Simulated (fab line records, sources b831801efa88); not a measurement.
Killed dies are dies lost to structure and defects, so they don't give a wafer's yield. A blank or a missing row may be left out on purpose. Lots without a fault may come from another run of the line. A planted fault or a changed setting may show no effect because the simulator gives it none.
Which tool did it? | flow gf180mcu | 6 lots, 18 wafers sampled, at 2 steps of a route of 602

WHAT THE GAUGES READ, wafer by wafer
GF_V3_THK_MEAS_01.
lot  | measured     | on            | V3_CVD_00_THK (nm)
L720 | day 21 19:50 | film_metro-01 | 594 592 591
L721 | day 22 07:17 | film_metro-02 | 600 602 593
L726 | day 23 14:04 | film_metro-04 | 597 595 596
L728 | day 24 16:54 | film_metro-02 | 597 592 594
L731 | day 25 10:54 | film_metro-01 | 585 591 591
L734 | day 26 08:08 | film_metro-02 | 597 904 596

WHICH TOOL RAN EACH LOT (tool, then ch and the chambers of the sampled wafers, then the start)
lot  | GF_V3_CVD_00
L720 | hdpcvd-01 ch 0,1,2, day 21 19:45
L721 | hdpcvd-01 ch 0,1,2, day 22 07:13
L726 | hdpcvd-02 ch 0,1,2, day 23 13:59
L728 | hdpcvd-01 ch 0,1,2, day 24 16:50
L731 | hdpcvd-01 ch 0,1, day 25 10:49
L734 | hdpcvd-02 ch 0,1,2, day 26 08:04
- GF_V3_CVD_00: deposits SiO2, target thk 600 nm, time 100 s.

THE ANSWER, worked out from the rows above alone
Rule: what is usual is taken from the lots themselves. Put in order of their means at a reading, lots are off if they are a third of the lots or fewer, leave a main group of 4 or more, and stand apart from it by a gap of 3 or more times the standard deviation of the main group's means; of several such gaps the widest counts. A main group whose means are all the same, to the digits that the tables above print for the reading, isn't used. A lot without any number at a reading at which 4 lots or more have one is off too. The other lots that the step has rows for count as sound.
Off: L734, at GF_V3_THK_MEAS_01 (V3_CVD_00_THK). The main group: mean 594 nm, standard deviation 3.2.
A tool fits if, at a process step before that reading, it ran every lot that is off, and no sound lot after the first of them. The gauges at GF_V3_THK_MEAS_01 are tried like those tools. Can't be told from this: 2 tools fit, hdpcvd-02 at GF_V3_CVD_00, film_metro-02 at GF_V3_THK_MEAS_01.

WHAT THE SIMULATOR HAD PUT IN
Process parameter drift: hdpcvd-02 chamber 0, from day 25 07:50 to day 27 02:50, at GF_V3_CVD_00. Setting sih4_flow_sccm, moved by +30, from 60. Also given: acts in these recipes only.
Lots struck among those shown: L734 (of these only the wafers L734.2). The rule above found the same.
